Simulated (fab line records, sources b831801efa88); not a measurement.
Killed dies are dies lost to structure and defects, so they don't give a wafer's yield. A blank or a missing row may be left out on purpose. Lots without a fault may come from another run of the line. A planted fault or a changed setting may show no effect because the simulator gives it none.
Which tool did it? | flow sky130 | 12 lots, 33 wafers sampled, at 6 steps of a route of 708

WHAT THE GAUGES READ, wafer by wafer
SKY_LDD_HVN_OVL_MEAS_07.
lot  | measured     | on         | LDD_HVN_OVL (nm)
L390 | day 20 07:14 | overlay-01 | -0.3 -1.4 -0.6
L394 | day 22 00:52 | overlay-01 | -1.6 -1.1 -1.3
L395 | day 22 03:46 | overlay-01 | -2.2 -1.8 -1.0
L396 | day 22 12:58 | overlay-01 | -1.1 -0.8 0.3
L397 | day 23 00:13 | overlay-01 | -2.9 -1.1 -1.6
L398 | day 23 01:32 | overlay-01 | -0.4 -1.3 -0.3
L401 | day 24 21:41 | overlay-01 | 0.0 -0.4 -0.7
L408 | day 26 19:46 | overlay-02 | 1.6 2.4
L409 | day 27 04:22 | overlay-02 | 2.9 3.4
L410 | day 27 15:20 | overlay-01 | 0.4 0.6
L413 | day 28 16:19 | overlay-02 | -0.2 -1.8 -0.2
L411 | day 28 16:40 | overlay-02 | 2.3 2.2 2.5

SKY_POLY_CUT_OVL_MEAS_09.
lot  | measured     | on         | POLY_CUT_OVL (nm)
L390 | day 24 04:17 | overlay-02 | -6 -4 -8
L394 | day 25 22:45 | overlay-01 | -10 -12 -3
L395 | day 25 23:56 | overlay-01 | -3 -7 -3
L396 | day 26 07:41 | overlay-01 | -7 3 -7
L397 | day 26 18:59 | overlay-02 | -3 -1 -6
L398 | day 26 20:35 | overlay-01 | 2 2 5
L401 | day 28 14:44 | overlay-01 | -5 2 -7
L408 | day 30 13:11 | overlay-02 | 6 1
L409 | day 30 20:47 | overlay-01 | -8 -13
L410 | day 31 05:35 | overlay-02 | -5 -12
L413 | day 32 04:39 | overlay-01 | 0 2 -5
L411 | day 32 06:14 | overlay-01 | 2 3 -9

SKY_RES_XHIGH_TW_MEAS_09.
lot  | measured     | on            | RES_XHIGH_TW
L390 | day 26 16:26 | film_metro-04 | 1624 1620 1620
L394 | day 28 09:47 | film_metro-04 | 1622 1623 1626
L395 | day 28 10:41 | film_metro-04 | 1625 1633 1622
L396 | day 28 17:50 | film_metro-01 | 1653 1653 1651
L397 | day 29 04:37 | film_metro-02 | 1644 1647 1643
L398 | day 29 06:31 | film_metro-01 | 1652 1656 1642
L401 | day 30 21:44 | film_metro-04 | 1618 1615 1606
L408 | day 32 20:34 | film_metro-04 | 1611 1531
L409 | day 33 03:49 | film_metro-04 | 1612 1521
L410 | day 33 12:31 | film_metro-02 | 1553 1554
L413 | day 34 09:28 | film_metro-02 | 1654 1652 1664
L411 | day 34 12:37 | film_metro-01 | 1652 1648 1640

SKY_SD_N_RS_MEAS_18: measures by four-point-probe.
lot  | measured     | on            | RES_XHIGH_RS (ohm/sq)
L390 | day 27 22:29 | film_metro-02 | 332.0 333.9 333.0
L394 | day 29 14:23 | film_metro-02 | 335.2 333.1 334.7
L395 | day 29 15:25 | film_metro-02 | 334.3 333.2 330.9
L396 | day 29 22:21 | film_metro-02 | 332.9 333.0 333.2
L397 | day 30 09:18 | film_metro-01 | 332.8 333.3 331.3
L398 | day 30 11:18 | film_metro-01 | 332.7 331.8 332.1
L401 | day 32 02:29 | film_metro-02 | 335.2 334.5 334.9
L408 | day 34 00:05 | film_metro-01 | 333.1 385.7
L409 | day 34 06:53 | film_metro-04 | 332.3 389.3
L410 | day 34 15:52 | film_metro-02 | 383.4 384.7
L413 | day 35 12:38 | film_metro-02 | 333.2 333.0 333.7
L411 | day 35 16:05 | film_metro-02 | 333.0 332.1 334.5

WHICH TOOL RAN EACH LOT (tool, then ch and the chambers of the sampled wafers, then the start)
lot  | SKY_LDD_HVN_STRIP_09                 | SKY_RES_XHIGH_IMPLANT_07
L390 | plasma_asher-02 ch 0,1, day 20 07:25 | implanter-03 ch 0, day 26 16:11
L394 | plasma_asher-04 ch 0,1, day 22 01:02 | implanter-04 ch 0, day 28 09:32
L395 | plasma_asher-04 ch 0,1, day 22 03:57 | implanter-04 ch 0, day 28 10:28
L396 | plasma_asher-02 ch 0,1, day 22 13:09 | implanter-04 ch 0, day 28 17:35
L397 | plasma_asher-04 ch 0,1, day 23 00:23 | implanter-04 ch 0, day 29 04:22
L398 | plasma_asher-01 ch 0,1, day 23 01:43 | implanter-03 ch 0, day 29 06:16
L401 | plasma_asher-02 ch 0,1, day 24 21:53 | implanter-04 ch 0, day 30 21:31
L408 | plasma_asher-04 ch 0, day 26 19:56   | implanter-03 ch 0, day 32 20:19
L409 | plasma_asher-04 ch 1, day 27 04:33   | implanter-03 ch 0, day 33 03:34
L410 | plasma_asher-04 ch 0,1, day 27 15:34 | implanter-03 ch 0, day 33 12:19
L413 | plasma_asher-01 ch 0,1, day 28 16:29 | implanter-04 ch 0, day 34 09:13
L411 | plasma_asher-02 ch 0,1, day 28 16:51 | implanter-01 ch 0, day 34 12:22
- SKY_LDD_HVN_STRIP_09: strips in O2/N2.
- SKY_RES_XHIGH_IMPLANT_07

WHAT THE TOOLS THEMSELVES READ (means of the sampled wafers that have a number; where no wafer has one, the mark that the record gives instead)
SKY_LDD_HVN_STRIP_09.
lot  | tool            | drypump_motor_current_A (A) | o2_flow_sccm (sccm) | oes_product_au (a.u.) | strip_time_to_endpoint_s (s)
L390 | plasma_asher-02 | 5.7                         | 3000                | 0.408                 | 4.139
L394 | plasma_asher-04 | 6.0                         | 2991                | 0.406                 | 4.110
L395 | plasma_asher-04 | 6.0                         | 3000                | 0.411                 | 4.149
L396 | plasma_asher-02 | 5.8                         | 3002                | 0.409                 | 4.127
L397 | plasma_asher-04 | 6.0                         | 3010                | 0.409                 | 4.130
L398 | plasma_asher-01 | 5.3                         | 2994                | 0.409                 | 4.141
L401 | plasma_asher-02 | 5.8                         | 3012                | 0.412                 | 4.130
L408 | plasma_asher-04 | 5.9                         | 3003                | 0.410                 | 4.133
L409 | plasma_asher-04 | 6.2                         | 2988                | 0.408                 | 4.124
L410 | plasma_asher-04 | 6.1                         | 2997                | 0.406                 | 4.128
L413 | plasma_asher-01 | 5.3                         | 3005                | 0.410                 | 4.150
L411 | plasma_asher-02 | 5.8                         | 2993                | 0.411                 | 4.160

SKY_RES_XHIGH_IMPLANT_07.
lot  | tool         | beam_on_s (s) | faraday_current_uA
L390 | implanter-03 | 38.8          | 522
L394 | implanter-04 | 38.6          | 524
L395 | implanter-04 | 38.9          | 522
L396 | implanter-04 | 38.9          | 522
L397 | implanter-04 | 38.5          | 527
L398 | implanter-03 | 38.6          | 526
L401 | implanter-04 | 39.7          | 512
L408 | implanter-03 | 34.7          | 589
L409 | implanter-03 | 34.1          | 598
L410 | implanter-03 | 30.4          | 668
L413 | implanter-04 | 38.5          | 526
L411 | implanter-01 | 34.8          | 584

THE ANSWER, worked out from the rows above alone
Rule: what is usual is taken from the lots themselves. Put in order of their means at a reading, lots are off if they are a third of the lots or fewer, leave a main group of 4 or more, and stand apart from it by a gap of 3 or more times the standard deviation of the main group's means; of several such gaps the widest counts. A main group whose means are all the same, to the digits that the tables above print for the reading, isn't used. A lot without any number at a reading at which 4 lots or more have one is off too. The other lots that the step has rows for count as sound. The gauges are gone through in route order, then the tools' own readings, and for those a lot's mean is taken as printed above. The first step at which some lot is off is used, and at that step the reading that is off furthest; a lot without a number counts as furthest.
Off: L408, L409, L410, at SKY_SD_N_RS_MEAS_18 (RES_XHIGH_RS). The main group: mean 333.2 ohm/sq, standard deviation 0.81.
A tool fits if, at a process step before that reading, it ran every lot that is off, and no sound lot after the first of them. The gauges at SKY_SD_N_RS_MEAS_18 aren't tried: what is off there is off at SKY_RES_XHIGH_IMPLANT_07 too, on other tools, and a gauge's error can't cause that. Can't be told from this: 2 tools fit, plasma_asher-04 at SKY_LDD_HVN_STRIP_09, implanter-03 at SKY_RES_XHIGH_IMPLANT_07.

WHAT THE SIMULATOR HAD PUT IN
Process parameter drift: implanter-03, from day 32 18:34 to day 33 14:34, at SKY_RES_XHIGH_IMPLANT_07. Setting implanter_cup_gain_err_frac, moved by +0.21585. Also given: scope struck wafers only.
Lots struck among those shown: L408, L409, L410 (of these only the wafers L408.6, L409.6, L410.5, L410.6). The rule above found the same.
